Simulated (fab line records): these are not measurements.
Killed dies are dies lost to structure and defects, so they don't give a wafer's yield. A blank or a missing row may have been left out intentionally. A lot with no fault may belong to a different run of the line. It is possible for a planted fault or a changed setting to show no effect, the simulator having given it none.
fab line records	flow sky130
record: lots: 6	wafers: 18	last_day: 50
route steps=708 shown POLY_GATE@229 LDD_N@237 PAD_OPEN@708
lots untouched by any fault: they come from a run of this same line in which no faults occurred
start_h: hours from the record's first day to the start of the lot's first wafer shown	wait_h: how many hours have passed since the lot's step before this one	" as in the row above	L1.1+2: a row that stands for several wafers	- value missing, or start not given	* or withheld: withheld	< > ~ a bound
route shown NAME@n: names a module that has steps shown in the file, with the first one's number in the route	usual: mean and standard deviation over wafers with no fault	same: alike in all rows	chamber/n: place in a boat	sites: readings site by site	_std_site: standard deviation across them	_edge_site: the outer-site mean with the inner-site mean subtracted	radius_mm: how far each site lies from the wafer's centre	mask NAME#n: copy n	behind: the most recent tool/chamber to have shaped the wafer	hold: the reason the lot was held/the length of the hold in hours/how it ended	device: names the non-switching transistor (n, p or np)	end of line: the tests these same wafers got at the end of their route	for a step that has no rows: nothing shown but its recipe	killed: at the first sort, the dies lost to defects and structure; wafer yield is something else	map: a wafer's dies, x killed, . not, _ none there
set.NAME: the setting as run; set.NAME@STEP: as run at that earlier step	model.NAME: the simulator's own value behind a step, which no gauge read
certain route steps with their lots: each step a table, each wafer a row
services: from which hour (start_h, from the record's first day; less than 0 if before it) a tool's chamber was out of use, for how many hours, and why
== steps ==
step: SKY_POLY_GATE_ETCH_15
recipe: chemistry: N2/H2	target: BARC	ion_energy_ev: 200	source_w: 500	bias_w: 100	pressure_mtorr: 30	n2_flow_sccm: 100	h2_flow_sccm: 200	stop_on: SiO2	time_s: 118.5	target_depth_a: 1100
usual: drypump_motor_current_A: 6.0/0.44	oes_product_au: 0.716/0.0049	throttle_valve_pct: 13.214/0.0087
lot.wafer	tool	chamber	start_h	wait_h	drypump_motor_current_A	oes_product_au	rf_hours_counter_h	throttle_valve_pct
L323.1	rie_diel-03	2	359.91	0.0	6.2	0.714	68	13.228
L323.5	"	2	"	"	6.2	0.716	-	13.233
L323.6	"	3	"	"	5.7	0.719	-	13.217
L330.1	rie_diel-04	3	432.21	0.0	5.9	0.723	5	13.207
L330.5	"	3	"	"	5.9	0.719	-	13.208
L330.6	"	1	"	"	6.8	0.726	-	13.205
L333.1	rie_diel-02	1	461.55	0.0	5.3	0.715	59	13.223
L333.4	"	3	"	"	5.7	0.708	0	13.217
L333.6	"	0	"	"	6.6	0.712	-	13.205
L335.3	rie_diel-03	3	485.60	0.0	5.7	0.716	46	13.229
L335.5	"	1	"	"	6.6	0.715	-	13.219
L335.6	"	2	"	"	6.2	0.713	-	13.210
L339.3	rie_diel-04	3	517.51	0.0	5.9	0.713	6	13.206
L339.4	"	1	"	"	6.7	0.710	3	13.205
L339.5	"	0	"	"	5.9	0.710	-	13.208
L344.1	rie_diel-02	2	556.65	0.0	6.1	0.725	18	13.214
L344.2	"	3	"	"	5.7	0.716	2	13.221
L344.5	"	1	"	"	5.2	0.707	-	13.214
step: SKY_POLY_GATE_ETCH_16
recipe: stop_on: poly-Si	chemistry: CH3F/O2	target: Si3N4	source_w: 400	bias_w: 80	pressure_mtorr: 25	ch3f_flow_sccm: 40	O2_flow_sccm: 30	time_s: 147.5	target_depth_a: 750
usual: drypump_motor_current_A: 6.0/0.44	oes_product_au: 0.640/0.0048	throttle_valve_pct: 10.535/0.0091
lot.wafer	tool	chamber	start_h	wait_h	drypump_motor_current_A	oes_product_au	rf_hours_counter_h	throttle_valve_pct
L323.1	rie_diel-03	2	359.99	0.0	6.2	0.643	68	10.526
L323.5	"	2	"	"	6.2	0.647	-	10.537
L323.6	"	3	"	"	5.7	0.642	-	10.538
L330.1	rie_diel-04	3	432.29	0.0	6.0	0.637	5	10.536
L330.5	"	3	"	"	5.9	0.643	-	10.540
L330.6	"	1	"	"	6.8	0.638	-	10.543
L333.1	rie_diel-02	1	461.63	0.0	5.2	0.638	59	10.548
L333.4	"	3	"	"	5.7	0.644	0	10.531
L333.6	"	0	"	"	6.5	0.642	-	10.538
L335.3	rie_diel-03	3	485.68	0.0	5.7	0.632	46	10.527
L335.5	"	1	"	"	6.6	0.645	-	10.542
L335.6	"	2	"	"	6.2	0.637	-	10.533
L339.3	rie_diel-04	3	517.59	0.0	5.9	0.635	6	10.540
L339.4	"	1	"	"	6.8	0.641	3	10.550
L339.5	"	0	"	"	5.9	0.642	-	10.552
L344.1	rie_diel-02	2	556.73	0.0	6.1	0.641	18	10.531
L344.2	"	3	"	"	5.7	0.638	2	10.535
L344.5	"	1	"	"	5.2	0.643	-	10.545
step: SKY_POLY_GATE_ETCH_17
recipe: target_depth_nm: 180	stop_on: SiO2	over_etch_frac: 0.56667	chemistry: HBr/Cl2	target: poly-Si	icp_w: 400	bias_w: 100	pressure_mtorr: 10	HBr_flow_sccm: 150	Cl2_flow_sccm: 50	time_s: 70.5
usual: drypump_motor_current_A: 5.5/0.4	oes_product_au: 0.990/0.0073	throttle_valve_pct: 33.686/0.0087
same: over_etch_frac: 0.56667
lot.wafer	tool	chamber	start_h	wait_h	drypump_motor_current_A	oes_product_au	rf_hours_counter_h	throttle_valve_pct
L323.1	rie_si-02	3	360.09	0.0	5.4	1.004	2	33.687
L323.5	"	0	"	"	4.7	0.991	-	33.694
L323.6	"	1	"	"	5.0	0.995	-	33.670
L330.1	rie_si-01	0	432.39	0.0	5.5	0.992	6	33.689
L330.5	"	0	"	"	5.5	0.990	-	33.685
L330.6	"	3	"	"	5.9	0.985	-	33.692
L333.1	rie_si-01	0	461.73	0.0	5.4	0.991	7	33.678
L333.4	"	1	"	"	6.0	0.977	0	33.692
L333.6	"	1	"	"	6.0	0.989	-	33.681
L335.3	rie_si-01	2	485.78	0.0	5.6	0.987	3	33.686
L335.5	"	1	"	"	6.0	0.978	-	33.681
L335.6	"	2	"	"	5.6	0.991	-	33.694
L339.3	rie_si-01	0	517.69	0.0	5.4	0.999	7	33.693
L339.4	"	2	"	"	5.6	1.000	3	33.687
L339.5	"	1	"	"	6.0	0.992	-	33.676
L344.1	rie_si-02	3	556.83	0.0	5.5	0.995	4	33.687
L344.2	"	1	"	"	5.0	0.986	6	33.686
L344.5	"	1	"	"	5.0	0.991	-	33.667
step: SKY_POLY_GATE_STRIP_18
recipe: chemistry: O2/N2	power_w: 1400	pressure_mtorr: 1500	platen_temp_c: withheld	o2_flow_sccm: 3000	n2_flow_sccm: 300	overash_fraction: 0.5
usual: drypump_motor_current_A: 5.62/0.27	oes_product_au: 0.360/0.0048	strip_time_to_endpoint_s: 3.16/0.036
lot.wafer	tool	chamber	start_h	wait_h	drypump_motor_current_A	oes_product_au	rf_hours_counter_h	strip_time_to_endpoint_s
L323.1	plasma_asher-03	1	360.15	0.0	5.77	0.362	53	3.15
L323.5	"	1	"	"	5.77	0.358	-	3.17
L323.6	"	0	"	"	5.36	0.364	-	3.13
L330.1	plasma_asher-04	0	432.45	0.0	5.86	0.360	0	3.13
L330.5	"	0	"	"	5.88	0.342	-	3.14
L330.6	"	1	"	"	5.98	0.366	-	3.20
L333.1	plasma_asher-02	1	461.78	0.0	5.41	0.358	34	3.15
L333.4	"	1	"	"	5.41	0.361	-	3.13
L333.6	"	1	"	"	5.36	0.365	-	3.22
L335.3	plasma_asher-02	0	485.87	0.1	5.33	0.359	-	3.18
L335.5	"	0	"	"	5.32	0.360	-	3.18
L335.6	"	1	"	"	5.39	0.365	-	3.21
L339.3	plasma_asher-03	0	517.78	0.1	5.38	0.355	-	3.17
L339.4	"	1	"	"	5.71	0.362	-	3.17
L339.5	"	1	"	"	5.75	0.361	-	3.13
L344.1	plasma_asher-02	1	556.88	0.0	5.35	0.365	44	3.20
L344.2	"	0	"	"	5.34	0.360	44	3.18
L344.5	"	0	"	"	5.33	0.367	-	3.22
step: SKY_POLY_GATE_CLEAN_19
recipe: chemistry: SC1/SC2	mix: 1:4:20	temp_c: 70	time_s: 150	dry: n2_spin
step: SKY_POLY_GATE_OXIDATION_20
recipe: temp_c: 850	ambient: O2	stabilise_s: 600	purge_s: 300	target_thk_a: 40	ox_time_s: 899
step: SKY_POLY_GATE_THK_MEAS_21
recipe: reads: SiO2_of_POLY_GATE_OXIDATION_20
usual: POLY_GATE_OXIDATION_THK: 4.02/0.068
lot.wafer	tool	chamber	start_h	wait_h	POLY_GATE_OXIDATION_THK[nm]
L323.1	film_metro-02	-	369.92	0.0	4.04
L323.5	"	-	"	"	4.13
L323.6	"	-	"	"	4.07
L330.1	film_metro-02	-	434.25	0.0	3.92
L330.5	"	-	"	"	4.06
L330.6	"	-	"	"	4.03
L333.1	film_metro-04	-	463.86	0.0	3.97
L333.4	"	-	"	"	3.91
L333.6	"	-	"	"	4.02
L335.3	film_metro-04	-	487.25	0.0	4.07
L335.5	"	-	"	"	4.00
L335.6	"	-	"	"	4.07
L339.3	film_metro-04	-	519.17	0.0	3.99
L339.4	"	-	"	"	4.01
L339.5	"	-	"	"	3.98
L344.1	film_metro-04	-	558.28	0.0	4.03
L344.2	"	-	"	"	4.00
L344.5	"	-	"	"	3.99
step: SKY_POLY_GATE_CD_MEAS_22
usual: cd_nm: 149.5/2.9
lot.wafer	tool	chamber	start_h	wait_h	cd_nm
L323.1	cd_sem-02	-	369.98	0.1	149.7
L323.5	"	-	"	"	150.2
L323.6	"	-	"	"	154.7
L330.1	cd_sem-01	-	434.31	0.1	150.5
L330.5	"	-	"	"	149.5
L330.6	"	-	"	"	150.6
L333.1	cd_sem-01	-	463.92	0.1	150.0
L333.4	"	-	"	"	147.5
L333.6	"	-	"	"	145.8
L335.3	cd_sem-01	-	487.35	0.1	148.2
L335.5	"	-	"	"	147.5
L335.6	"	-	"	"	150.8
L339.3	cd_sem-01	-	519.32	0.1	153.7
L339.4	"	-	"	"	147.8
L339.5	"	-	"	"	149.0
L344.1	cd_sem-02	-	558.34	0.1	143.9
L344.2	"	-	"	"	151.5
L344.5	"	-	"	"	152.2
step: SKY_LDD_N_DEHYDRATE_00
recipe: temp_c: 200	time_s: 60
step: SKY_LDD_N_HMDS_01
recipe: prime_time_s: 60	prime_temp_c: 120
step: SKY_LDD_N_COAT_02
recipe: resist: NOVOLAK	spin_rpm: 3000	resist_thk_nm: 300
step: SKY_LDD_N_SOFTBAKE_03
recipe: temp_c: 90	time_s: 60	resist: NOVOLAK
step: SKY_LDD_N_EXPOSE_04
recipe: mask_id: NTM	target_cd_nm: 840	na: 0.6	source_shape: conventional	sigma_outer: 0.6	dose_mj: 110
usual: focus_offset_nm: 0.0/0.55
lot.wafer	tool	chamber	start_h	wait_h	mask	focus_offset_nm	model.LDD_N.overlay_x_nm
L323.1	iline_stepper-02	0	384.07	-	NTM#0	-1.3	-0.1169
L323.5	"	0	"	"	NTM#0	-0.4	-0.1169
L323.6	"	0	"	"	NTM#0	-0.7	-0.1169
L330.1	iline_stepper-01	0	450.79	-	NTM#0	0.3	-1.334
L330.5	"	0	"	"	NTM#0	0.2	-1.334
L330.6	"	0	"	"	NTM#0	-0.4	-1.334
L333.1	iline_stepper-01	0	479.03	-	NTM#0	0.1	-57.3
L333.4	"	0	"	"	NTM#0	-0.1	-57.3
L333.6	"	0	"	"	NTM#0	0.8	-57.3
L335.3	iline_stepper-01	0	503.28	-	NTM#0	0.5	-58.41
L335.5	"	0	"	"	NTM#0	-0.8	-58.41
L335.6	"	0	"	"	NTM#0	0.4	-58.41
L339.3	iline_stepper-02	0	535.11	-	NTM#0	-1.2	-0.4758
L339.4	"	0	"	"	NTM#0	0.0	-0.4758
L339.5	"	0	"	"	NTM#0	-0.3	-0.4758
L344.1	iline_stepper-02	0	573.80	-	NTM#0	0.8	-0.6565
L344.2	"	0	"	"	NTM#0	-0.5	-0.6565
L344.5	"	0	"	"	NTM#0	0.7	-0.6565
step: SKY_LDD_N_PEB_05
recipe: temp_c: withheld	time_s: *	resist: NOVOLAK
step: SKY_LDD_N_DEVELOP_06
recipe: develop_time_s: 60	dev_temp_c: 23
step: SKY_LDD_N_OVL_MEAS_07
usual: LDD_N_OVL: -1.3/1.2
lot.wafer	tool	chamber	start_h	wait_h	LDD_N_OVL[nm]
L323.1	overlay-01	-	397.45	0.1	-1.3
L323.5	"	-	"	"	-2.3
L323.6	"	-	"	"	-2.0
L330.1	overlay-01	-	466.45	0.1	-4.2
L330.5	"	-	"	"	-4.0
L330.6	"	-	"	"	-2.4
L333.1	overlay-02	-	495.02	0.1	-58.1
L333.4	"	-	"	"	-58.4
L333.6	"	-	"	"	-58.4
L335.3	overlay-02	-	518.61	0.1	-60.5
L335.5	"	-	"	"	-60.4
L335.6	"	-	"	"	-59.8
L339.3	overlay-01	-	549.86	0.1	-1.4
L339.4	"	-	"	"	0.2
L339.5	"	-	"	"	1.4
L344.1	overlay-02	-	588.60	0.1	-1.3
L344.2	"	-	"	"	-0.6
L344.5	"	-	"	"	-1.4
step: SKY_LDD_N_IMPLANT_08
recipe: species: As	energy_kev: 20	dose_cm2: 7.5e+13	tilt_deg: withheld	rotation_deg: 23
step: SKY_PAD_OPEN_PROBE_99
usual: killed_at_M0_to_M3: 43/7	killed_at_M4_up: 3.5/1.9	killed_at_contacts: 24/5.3	killed_at_front_end: 15/4.4	killed_at_other: 0.3/0.69	killed_dies: 87/9.7	killed_open: 48/7	killed_short: 39/6.4
same: gross_dies: 492	killed_at_back_side: 0
lot.wafer	tool	chamber	start_h	wait_h	killed_at_M0_to_M3	killed_at_M4_up	killed_at_contacts	killed_at_front_end	killed_at_other	killed_dies	killed_open	killed_short
L323.1	prober-02	-	1073.56	0.1	41	5	19	15	0	80	44	35
L323.5	prober-02	-	1073.76	0.2	35	1	22	15	0	73	40	33
L323.6	prober-02	-	1073.81	0.2	51	5	37	21	0	114	67	47
L333.1	prober-02	-	1136.17	0.1	45	5	16	11	0	77	42	35
L333.4	prober-02	-	1136.32	0.2	49	4	22	16	0	91	50	41
L333.6	prober-02	-	1136.42	0.2	42	6	32	10	0	90	44	46
L344.1	prober-02	-	1189.73	0.1	36	3	30	16	1	86	49	37
L344.2	prober-02	-	1189.78	0.1	37	1	19	22	0	79	47	32
L344.5	prober-02	-	1189.93	0.2	37	3	25	20	0	85	53	32
killed by level:class
L323.1 VIA1:geometric_particle:open=9 VIA3:geometric_particle:open=8 LI_CONTACT:geometric_particle:open=6 CONTACT:geometric_particle:open=5 VIA1:geometric_particle:short=5 LI_CONTACT:geometric_particle:short=4 VIA3:geometric_particle:short=4 FIELD_ISO:geometric_particle:open=3
L323.5 VIA1:geometric_particle:open=9 CONTACT:geometric_particle:open=9 VIA3:geometric_particle:open=5 FIELD_ISO:geometric_particle:short=4 POLY_GATE:geometric_particle:open=4 LOCAL_INTERCONNECT:geometric_particle:short=4 CONTACT:geometric_particle:short=4 METAL1:geometric_particle:short=4
L323.6 VIA1:geometric_particle:open=13 CONTACT:geometric_particle:open=13 VIA3:geometric_particle:open=12 LI_CONTACT:geometric_particle:open=11 POLY_GATE:geometric_particle:short=8 CONTACT:geometric_particle:short=8 VIA2:geometric_particle:open=4 POLY_GATE:geometric_particle:open=4
L333.1 VIA1:geometric_particle:open=11 CONTACT:geometric_particle:open=8 VIA1:geometric_particle:short=8 VIA2:geometric_particle:open=6 METAL2:geometric_particle:short=5 FIELD_ISO:geometric_particle:open=4 VIA2:geometric_particle:short=4 METAL4:geometric_particle:short=4
L333.4 VIA1:geometric_particle:open=13 VIA2:geometric_particle:open=7 METAL2:geometric_particle:short=6 FIELD_ISO:geometric_particle:short=5 LI_CONTACT:geometric_particle:open=5 CONTACT:geometric_particle:open=5 CONTACT:geometric_particle:short=5 METAL1:geometric_particle:short=5
L333.6 VIA1:geometric_particle:open=13 LI_CONTACT:geometric_particle:open=8 CONTACT:geometric_particle:open=7 CONTACT:geometric_particle:short=7 LI_CONTACT:geometric_particle:short=5 LOCAL_INTERCONNECT:geometric_particle:short=5 METAL2:geometric_particle:short=4 VIA2:geometric_particle:open=4
L344.1 LI_CONTACT:geometric_particle:open=11 VIA1:geometric_particle:open=10 FIELD_ISO:geometric_particle:open=6 CONTACT:geometric_particle:short=6 CONTACT:geometric_particle:open=5 VIA2:geometric_particle:open=5 VIA2:geometric_particle:short=5 POLY_GATE:geometric_particle:short=4
L344.2 LI_CONTACT:geometric_particle:open=9 VIA1:geometric_particle:open=8 VIA3:geometric_particle:open=6 FIELD_ISO:geometric_particle:open=5 FIELD_ISO:geometric_particle:short=5 CONTACT:geometric_particle:open=5 VIA1:geometric_particle:short=4 VIA2:geometric_particle:short=4
L344.5 FIELD_ISO:geometric_particle:open=10 VIA1:geometric_particle:open=9 LI_CONTACT:geometric_particle:open=9 VIA2:geometric_particle:open=8 CONTACT:geometric_particle:open=7 FIELD_ISO:geometric_particle:short=5 LOCAL_INTERCONNECT:geometric_particle:short=5 VIA3:geometric_particle:open=4
== services ==
tool	chamber	start_h	hours	kind
iline_stepper-01	-	358.81	1.7	pm
rie_diel-02	3	387.21	3.0	repair
rie_diel-03	0	388.84	7.2	repair
iline_stepper-01	-	397.41	4.4	pm
rie_diel-02	1	398.70	7.8	repair
plasma_asher-04	-	400.43	1.9	repair
rie_diel-04	0	429.67	7.1	repair
rie_si-02	0	441.75	10.8	repair
rie_si-01	-	442.02	2.8	pm
rie_diel-03	3	450.67	4.2	repair
rie_diel-04	-	458.91	17.3	repair
rie_diel-02	1	464.60	3.3	repair
rie_diel-03	3	468.94	9.3	repair
plasma_asher-03	-	469.04	2.8	pm
rie_diel-02	3	471.14	5.7	repair
iline_stepper-02	-	480.88	2.1	pm
rie_si-02	-	497.27	0.3	repair
rie_diel-03	3	508.56	5.1	repair
rie_diel-02	2	510.63	2.7	repair
rie_diel-02	0	513.14	5.7	repair
iline_stepper-02	-	517.93	1.7	pm
plasma_asher-02	-	549.55	1.1	repair
rie_si-01	1	554.32	13.5	repair
iline_stepper-01	-	565.96	7.4	repair
== key ==
first_sign: step: SKY_LDD_N_OVL_MEAS_07	reading: LDD_N_OVL	direction: down	sigmas: 48	usual: -1.3	struck: -59.3
effect none on later readings
model_effect: step: SKY_LDD_N_EXPOSE_04	value: LDD_N.overlay_x_nm	without: -0.6136	struck: -57.85
met_at SKY_LDD_N_EXPOSE_04
struck_wafers L333.1,L333.4,L333.6,L335.3,L335.5,L335.6
tester_left_out L333,L335
onset_between 450.79 479.03
fault: kind: scanner_matching_overlay	tool: iline_stepper-01	chamber: -	onset_h: 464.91	steps: SKY_LDD_N_EXPOSE_04	offset: -57.24
tester_left_out: of these lots the tester's yield and bins aren't shown, on N5 and GAA mostly nor the transistor test; their killed dies are dies lost to structure and defects alone, not to doping, threshold or leakage, so they don't give the yield
